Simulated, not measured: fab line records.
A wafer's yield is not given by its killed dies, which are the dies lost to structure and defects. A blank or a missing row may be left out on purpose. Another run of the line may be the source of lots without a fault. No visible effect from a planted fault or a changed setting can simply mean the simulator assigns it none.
Chamber matching	flow sfq line	rie diel-01 running SFQ_TRILAYER_I3_VIA_ETCH_VIA_ETCH_088: 4 sister chambers
The step etches SiO2 in CHF3, stops on Nb, target depth 260 nm. 14 wafers are shown with their chamber, then 7 later ones without.

== EACH WAFER AND ITS CHAMBER ==
wafer	chamber	drypump motor current A (A)	oes product au (a.u.)
L518.3	0	6.8	0.849
L518.5	0	6.7	0.849
L518.6	1	6.3	0.863
L521.4	2	5.5	0.852
L521.5	3	5.8	0.848
L521.6	2	5.5	0.850
L522.1	3	5.8	0.851
L522.2	2	5.5	0.861
L522.6	2	5.5	0.854
L523.1	3	5.8	0.857
L523.4	1	6.3	0.850
L523.6	3	5.8	0.853
L524.1	3	5.8	0.856
L524.3	0	6.7	0.852

SIGNATURES (means of the wafers above)
reading	chamber 0	chamber 1	chamber 2	chamber 3	scatter within a chamber
drypump motor current A	6.733	6.300	5.500	5.800	0.0258
oes product au	0.85000	0.85650	0.85425	0.85300	0.00462
Rule: for each reading, subtract the chamber's mean from the wafer's reading, divide by that reading's scatter and square the result; add these up over the readings and take the root, which gives the wafer's distance from the chamber. If the next closest chamber is less than 2 further off than the closest, the wafer can't be placed; otherwise it belongs to the closest. The scatter: the root of (the sum of the squares of (reading less its chamber's mean) over the shown wafers, divided by (wafers less chambers)).

== WAFERS WITHOUT THEIR CHAMBER ==
wafer	drypump motor current A (A)	oes product au (a.u.)
L524.4	6.3	0.854
L526.1	5.5	0.852
L526.5	5.8	0.854
L526.6	6.7	0.853
L537.1	6.3	0.863
L537.3	5.8	0.854
L537.4	5.5	0.847

== THE CHAMBER EACH PASSED THROUGH ==
wafer	from the rows above	in truth
L524.4	1	1
L526.1	2	2
L526.5	3	3
L526.6	0	0
L537.1	1	1
L537.3	3	3
L537.4	2	2
Placed correctly: 7 of 7. From these rows, 0 cannot be placed. 0 placed wrongly.
